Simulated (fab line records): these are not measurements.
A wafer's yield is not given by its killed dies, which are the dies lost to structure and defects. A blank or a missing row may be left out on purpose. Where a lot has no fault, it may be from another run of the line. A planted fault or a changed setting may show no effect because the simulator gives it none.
fab line records | flow sky130
record: lots: 12 | wafers: 36 | lastDay: 50
route steps=708 shown VT_ADJUST_HVTR@133 METAL3@532 CAPM@537
lots untouched by any fault: they come from a run of this same line in which no faults occurred
startH: hours from the record's first day to the start of the lot's first wafer shown | waitH: hours from the lot's prior step to this one | " same as the row above | L1.1+2: several wafers, shown together as one row | - no value, or no start given | * or withheld: withheld | < > ~ a bound
route shown NAME@n: names a module that has steps shown in the file, with the first one's number in the route | usual: mean/standard deviation taken from wafers without a fault | same: alike in all rows | chamber/n: place in a boat | sites: the reading at each site | _std_site: how widely they spread, as a standard deviation | _edge_site: mean of outer sites minus mean of inner sites | radiusMm: for every site, how far away it sits from the centre of the wafer | mask NAME#n: copy n | behind: the last tool/chamber to shape the wafer | hold: why the lot went on hold/how many hours it stayed there/how the hold came to an end | device: transistor that didn't switch, given as n, p or np | end of line: at the end of the route, the tests of the same wafers | a step without rows: its recipe alone | killed: at the first sort, the dies lost to defects and structure; wafer yield is something else | map: dies across one wafer; x = killed, . = not, _ = none there
set.NAME: the run value of the setting; set.NAME@STEP: its run value at that earlier step | model.NAME: the simulator's own value behind a step, which no gauge read
steps of the route over a sample of lots; a table a step, a row a wafer
services: when a tool's chamber went out of use (startH, in hours from the record's first day, below 0 if earlier), for how many hours, and the reason
== steps ==
step: SKY_VT_ADJUST_HVTR_COAT_02
recipe: resist: NOVOLAK | spinRpm: 3000 | resistThkNm: 1140
usual: dispensePressureKPa: 52/5.1
lot.wafer | tool          | chamber | startH | waitH | dispensePressureKPa
L502.3    | lithoTrack-03 | 0       | 214.59 | 0.1   | 58
L502.4    | "             | 0       | "      | "     | 58
L502.5    | "             | 0       | "      | "     | 58
L503.2    | lithoTrack-02 | 0       | 214.64 | 0.1   | 47
L503.3    | "             | 0       | "      | "     | 47
L503.5    | "             | 0       | "      | "     | 47
L505.1    | lithoTrack-03 | 0       | 229.24 | 0.1   | 58
L505.2    | "             | 0       | "      | "     | 58
L505.6    | "             | 0       | "      | "     | 58
L507.1    | lithoTrack-02 | 0       | 233.42 | 0.1   | 47
L507.3    | "             | 0       | "      | "     | 47
L507.6    | "             | 0       | "      | "     | 47
L508.2    | lithoTrack-03 | 0       | 245.71 | 0.1   | 58
L508.5    | "             | 0       | "      | "     | 58
L508.6    | "             | 0       | "      | "     | 58
L512.3    | lithoTrack-03 | 0       | 267.89 | 0.1   | 58
L512.4    | "             | 0       | "      | "     | 58
L512.6    | "             | 0       | "      | "     | 58
L513.1    | lithoTrack-03 | 0       | 274.49 | 0.1   | 58
L513.2    | "             | 0       | "      | "     | 58
L513.3    | "             | 0       | "      | "     | 58
L514.1    | lithoTrack-03 | 0       | 278.24 | 0.1   | 58
L514.4    | "             | 0       | "      | "     | 58
L514.5    | "             | 0       | "      | "     | 58
L516.1    | lithoTrack-03 | 0       | 291.29 | 0.1   | 58
L516.3    | "             | 0       | "      | "     | 58
L516.5    | "             | 0       | "      | "     | 58
L517.3    | lithoTrack-02 | 0       | 301.17 | 0.1   | 47
L517.4    | "             | 0       | "      | "     | 47
L517.6    | "             | 0       | "      | "     | 47
L524.3    | lithoTrack-02 | 0       | 351.41 | 0.1   | 47
L524.4    | "             | 0       | "      | "     | 47
L524.5    | "             | 0       | "      | "     | 47
L525.1    | lithoTrack-03 | 0       | 360.49 | 0.1   | 58
L525.3    | "             | 0       | "      | "     | 58
L525.5    | "             | 0       | "      | "     | 58
step: SKY_VT_ADJUST_HVTR_STRIP_10
recipe: chemistry: O2/N2 | powerW: 1400 | pressureMtorr: 1500 | platenTempC: withheld | o2FlowSccm: 3000 | n2FlowSccm: 300 | overashFraction: 0.5
usual: drypumpMotorCurrentA: 5.5/0.58 | oesProductAu: 0.716/0.0046 | stripTimeToEndpointS: 14.20/0.037
lot.wafer | tool           | chamber | startH | waitH | drypumpMotorCurrentA | oesProductAu | rfHoursCounterH | stripTimeToEndpointS
L502.3    | plasmaAsher-03 | 1       | 225.80 | 0.1   | 6.4                  | 0.715        | -               | 14.22
L502.4    | "              | 0       | "      | "     | 4.9                  | 0.705        | -               | 14.19
L502.5    | "              | 1       | "      | "     | 6.3                  | 0.707        | -               | 14.18
L503.2    | plasmaAsher-02 | 1       | 226.07 | 0.1   | 5.4                  | 0.716        | 54              | 14.22
L503.3    | "              | 1       | "      | "     | 5.4                  | 0.728        | -               | 14.21
L503.5    | "              | 0       | "      | "     | 5.0                  | 0.717        | -               | 14.22
L505.1    | plasmaAsher-03 | 1       | 241.56 | 0.1   | 6.3                  | 0.710        | 12              | 14.22
L505.2    | "              | 0       | "      | "     | 4.9                  | 0.712        | 12              | 14.21
L505.6    | "              | 0       | "      | "     | 4.9                  | 0.721        | -               | 14.23
L507.1    | plasmaAsher-03 | 1       | 244.71 | 0.1   | 6.3                  | 0.721        | 13              | 14.12
L507.3    | "              | 1       | "      | "     | 6.3                  | 0.718        | -               | 14.21
L507.6    | "              | 0       | "      | "     | 4.9                  | 0.716        | -               | 14.16
L508.2    | plasmaAsher-02 | 1       | 258.21 | 0.1   | 5.4                  | 0.716        | 57              | 14.25
L508.5    | "              | 0       | "      | "     | 5.0                  | 0.709        | -               | 14.20
L508.6    | "              | 1       | "      | "     | 5.4                  | 0.714        | -               | 14.22
L512.3    | plasmaAsher-03 | 1       | 281.15 | 0.1   | 6.3                  | 0.711        | -               | 14.21
L512.4    | "              | 0       | "      | "     | 4.9                  | 0.717        | -               | 14.24
L512.6    | "              | 1       | "      | "     | 6.3                  | 0.722        | -               | 14.19
L513.1    | plasmaAsher-03 | 1       | 287.99 | 0.1   | 6.3                  | 0.718        | 17              | 14.23
L513.2    | "              | 0       | "      | "     | 4.9                  | 0.721        | 17              | 14.21
L513.3    | "              | 0       | "      | "     | 4.9                  | 0.714        | -               | 14.22
L514.1    | plasmaAsher-02 | 0       | 291.29 | 0.1   | 5.0                  | 0.714        | 60              | 14.32
L514.4    | "              | 0       | "      | "     | 5.0                  | 0.714        | -               | 14.31
L514.5    | "              | 0       | "      | "     | 5.0                  | 0.711        | -               | 14.34
L516.1    | plasmaAsher-02 | 0       | 304.06 | 0.1   | 4.9                  | 0.714        | 62              | 14.32
L516.3    | "              | 0       | "      | "     | 4.9                  | 0.716        | -               | 14.43
L516.5    | "              | 0       | "      | "     | 4.9                  | 0.711        | -               | 14.38
L517.3    | plasmaAsher-04 | 1       | 315.39 | 0.1   | 6.0                  | 0.724        | -               | 14.18
L517.4    | "              | 0       | "      | "     | 5.7                  | 0.719        | -               | 14.17
L517.6    | "              | 1       | "      | "     | 6.0                  | 0.707        | -               | 14.15
L524.3    | plasmaAsher-02 | 0       | 366.28 | 0.1   | 4.9                  | 0.712        | -               | 14.19
L524.4    | "              | 1       | "      | "     | 5.4                  | 0.711        | -               | 14.18
L524.5    | "              | 1       | "      | "     | 5.4                  | 0.719        | -               | 14.20
L525.1    | plasmaAsher-02 | 1       | 375.38 | 0.1   | 5.4                  | 0.723        | 68              | 14.19
L525.3    | "              | 0       | "      | "     | 4.9                  | 0.723        | -               | 14.17
L525.5    | "              | 0       | "      | "     | 5.0                  | 0.715        | -               | 14.19
step: SKY_METAL3_SPUTTER_00
recipe: material: Ti | targetThkNm: 15 | powerW: 3000 | timeS: 10 | chamberPressurePa: 0.4
usual: throttleValvePct: 30.2/0.64
lot.wafer | tool          | chamber | startH  | waitH | throttleValvePct
L502.3    | pvdSputter-04 | -       | 867.37  | 0.2   | 29.9
L502.4    | "             | -       | "       | "     | 30.2
L502.5    | "             | -       | "       | "     | 30.1
L503.2    | pvdSputter-01 | -       | 876.68  | 0.2   | 29.2
L503.3    | "             | -       | "       | "     | 31.1
L503.5    | "             | -       | "       | "     | 29.3
L505.1    | pvdSputter-01 | -       | 888.18  | 0.1   | 29.1
L505.2    | "             | -       | "       | "     | 30.7
L505.6    | "             | -       | "       | "     | 30.4
L507.1    | pvdSputter-01 | -       | 894.32  | 0.1   | 30.7
L507.3    | "             | -       | "       | "     | 30.5
L507.6    | "             | -       | "       | "     | 31.0
L508.2    | pvdSputter-04 | -       | 905.46  | 0.2   | 29.9
L508.5    | "             | -       | "       | "     | 30.2
L508.6    | "             | -       | "       | "     | 30.7
L512.3    | pvdSputter-01 | -       | 931.90  | 0.2   | 29.5
L512.4    | "             | -       | "       | "     | 31.0
L512.6    | "             | -       | "       | "     | 29.4
L513.1    | pvdSputter-01 | -       | 935.33  | 0.1   | 29.5
L513.2    | "             | -       | "       | "     | 30.8
L513.3    | "             | -       | "       | "     | 30.8
L514.1    | pvdSputter-04 | -       | 938.43  | 0.1   | 29.8
L514.4    | "             | -       | "       | "     | 30.3
L514.5    | "             | -       | "       | "     | 30.5
L516.1    | pvdSputter-03 | -       | 954.93  | 0.2   | 30.3
L516.3    | "             | -       | "       | "     | 30.5
L516.5    | "             | -       | "       | "     | 30.4
L517.3    | pvdSputter-01 | -       | 963.20  | 0.2   | 30.7
L517.4    | "             | -       | "       | "     | 30.1
L517.6    | "             | -       | "       | "     | 30.7
L524.3    | pvdSputter-03 | -       | 1009.46 | 0.2   | 28.4
L524.4    | "             | -       | "       | "     | 30.7
L524.5    | "             | -       | "       | "     | 30.2
L525.1    | pvdSputter-03 | -       | 1013.71 | 0.2   | 30.7
L525.3    | "             | -       | "       | "     | 28.6
L525.5    | "             | -       | "       | "     | 30.1
step: SKY_METAL3_SPUTTER_01
recipe: material: TiN | targetThkNm: 20 | powerW: 6500 | timeS: 16.7 | chamberPressurePa: 0.4
usual: throttleValvePct: 30.2/0.65
lot.wafer | tool          | chamber | startH  | waitH | throttleValvePct
L502.3    | pvdSputter-04 | -       | 867.39  | 0.0   | 29.8
L502.4    | "             | -       | "       | "     | 30.1
L502.5    | "             | -       | "       | "     | 30.3
L503.2    | pvdSputter-01 | -       | 876.70  | 0.0   | 29.2
L503.3    | "             | -       | "       | "     | 30.8
L503.5    | "             | -       | "       | "     | 29.5
L505.1    | pvdSputter-01 | -       | 888.20  | 0.0   | 29.1
L505.2    | "             | -       | "       | "     | 30.9
L505.6    | "             | -       | "       | "     | 30.4
L507.1    | pvdSputter-01 | -       | 894.34  | 0.0   | 30.9
L507.3    | "             | -       | "       | "     | 30.6
L507.6    | "             | -       | "       | "     | 30.7
L508.2    | pvdSputter-04 | -       | 905.49  | 0.0   | 30.1
L508.5    | "             | -       | "       | "     | 30.7
L508.6    | "             | -       | "       | "     | 30.6
L512.3    | pvdSputter-01 | -       | 931.92  | 0.0   | 29.1
L512.4    | "             | -       | "       | "     | 31.1
L512.6    | "             | -       | "       | "     | 29.3
L513.1    | pvdSputter-01 | -       | 935.35  | 0.0   | 29.4
L513.2    | "             | -       | "       | "     | 30.4
L513.3    | "             | -       | "       | "     | 30.7
L514.1    | pvdSputter-04 | -       | 938.45  | 0.0   | 29.7
L514.4    | "             | -       | "       | "     | 30.5
L514.5    | "             | -       | "       | "     | 30.7
L516.1    | pvdSputter-03 | -       | 954.95  | 0.0   | 30.6
L516.3    | "             | -       | "       | "     | 30.4
L516.5    | "             | -       | "       | "     | 30.7
L517.3    | pvdSputter-01 | -       | 963.22  | 0.0   | 30.5
L517.4    | "             | -       | "       | "     | 30.2
L517.6    | "             | -       | "       | "     | 30.6
L524.3    | pvdSputter-03 | -       | 1009.48 | 0.0   | 28.3
L524.4    | "             | -       | "       | "     | 30.8
L524.5    | "             | -       | "       | "     | 30.5
L525.1    | pvdSputter-03 | -       | 1013.73 | 0.0   | 30.7
L525.3    | "             | -       | "       | "     | 28.3
L525.5    | "             | -       | "       | "     | 30.5
step: SKY_CAPM_CVD_00
recipe: material: SiO2 | targetThkNm: 15.5 | tempC: 400 | timeS: withheld | rfW: 450
usual: heaterPowerW: 765/110
lot.wafer | tool     | chamber | startH  | waitH | heaterPowerW
L502.3    | pecvd-04 | 0       | 867.52  | 0.0   | 783
L502.4    | "        | 2       | "       | "     | 678
L502.5    | "        | 0       | "       | "     | 792
L503.2    | pecvd-01 | 0       | 876.83  | 0.0   | 665
L503.3    | "        | 2       | "       | "     | 888
L503.5    | "        | 2       | "       | "     | 885
L505.1    | pecvd-01 | 2       | 888.33  | 0.0   | 842
L505.2    | "        | 0       | "       | "     | 721
L505.6    | "        | 1       | "       | "     | 681
L507.1    | pecvd-03 | 0       | 894.47  | 0.0   | 970
L507.3    | "        | 1       | "       | "     | 827
L507.6    | "        | 1       | "       | "     | 866
L508.2    | pecvd-03 | 1       | 905.62  | 0.0   | 844
L508.5    | "        | 2       | "       | "     | 820
L508.6    | "        | 1       | "       | "     | 833
L512.3    | pecvd-01 | 0       | 932.05  | 0.0   | 754
L512.4    | "        | 2       | "       | "     | 796
L512.6    | "        | 0       | "       | "     | 755
L513.1    | pecvd-01 | 2       | 935.48  | 0.0   | 945
L513.2    | "        | 0       | "       | "     | 703
L513.3    | "        | 1       | "       | "     | 633
L514.1    | pecvd-04 | 0       | 938.58  | 0.0   | 848
L514.4    | "        | 1       | "       | "     | 648
L514.5    | "        | 2       | "       | "     | 686
L516.1    | pecvd-01 | 0       | 955.08  | 0.0   | 777
L516.3    | "        | 1       | "       | "     | 641
L516.5    | "        | 1       | "       | "     | 663
L517.3    | pecvd-04 | 0       | 963.35  | 0.0   | 775
L517.4    | "        | 1       | "       | "     | 563
L517.6    | "        | 0       | "       | "     | 786
L524.3    | pecvd-04 | 2       | 1009.62 | 0.0   | 729
L524.4    | "        | 0       | "       | "     | 808
L524.5    | "        | 2       | "       | "     | 746
L525.1    | pecvd-04 | 1       | 1013.87 | 0.0   | 608
L525.3    | "        | 2       | "       | "     | 689
L525.5    | "        | 0       | "       | "     | 683
== services ==
tool           | chamber | startH | hours | kind
plasmaAsher-02 | -       | 201.39 | 14.6  | pm
plasmaAsher-02 | -       | 320.47 | 2.8   | pm
pvdSputter-04  | -       | 334.65 | 2.4   | repair
plasmaAsher-02 | -       | 421.25 | 9.0   | pm
pvdSputter-01  | -       | 421.74 | 2.8   | repair
plasmaAsher-02 | -       | 436.40 | 1.2   | repair
pvdSputter-01  | -       | 442.04 | 12.5  | repair
pvdSputter-01  | -       | 470.94 | 7.4   | repair
pvdSputter-03  | -       | 494.22 | 1.5   | repair
plasmaAsher-02 | -       | 498.19 | 2.2   | repair
pvdSputter-04  | -       | 556.09 | 1.2   | repair
pvdSputter-04  | -       | 556.39 | 18.2  | repair
plasmaAsher-02 | -       | 592.44 | 2.4   | repair
pvdSputter-03  | -       | 601.23 | 1.0   | repair
pvdSputter-04  | -       | 615.24 | 2.6   | repair
pvdSputter-01  | -       | 660.84 | 6.3   | repair
pvdSputter-01  | -       | 671.98 | 3.2   | repair
pvdSputter-01  | -       | 702.99 | 6.2   | repair
pvdSputter-01  | -       | 738.66 | 0.6   | repair
pvdSputter-01  | -       | 831.23 | 8.0   | repair
pvdSputter-01  | -       | 848.44 | 4.2   | repair
pvdSputter-01  | -       | 852.78 | 1.3   | repair
pvdSputter-01  | -       | 948.52 | 2.6   | repair
pvdSputter-01  | -       | 959.56 | 3.6   | repair
== key ==
firstSign: step: SKY_VT_ADJUST_HVTR_STRIP_10 | reading: stripTimeToEndpointS | direction: up | sigmas: 4.2 | usual: * | struck: * | through: *
effect none on later readings
metAt SKY_VT_ADJUST_HVTR_COAT_02
struckLots L514,L516
testerLeftOut L514,L516
loopTrim: step: SKY_VT_ADJUST_HVTR_EXPOSE_04 | setting: dose | lots: L516
notActingAt SKY_METAL3_SPUTTER_00,SKY_METAL3_SPUTTER_01,SKY_CAPM_CVD_00
onsetBetween 274.49 278.24
fault: kind: processParameterDrift | tool: lithoTrack-03 | chamber: - | onsetH: 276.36 | steps: SKY_VT_ADJUST_HVTR_COAT_02 | channel: resistThkNm | offset: 12.998 | shape: step | endH: 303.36 | actsIn: theseRecipesOnly | stated: 1140
testerLeftOut: of these lots the tester's yield and bins aren't shown, on N5 and GAA mostly nor the transistor test; their killed dies are dies lost to structure and defects alone, not to doping, threshold or leakage, so they don't give the yield
loopTrim: a control loop set the setting to another value than it would have without faults
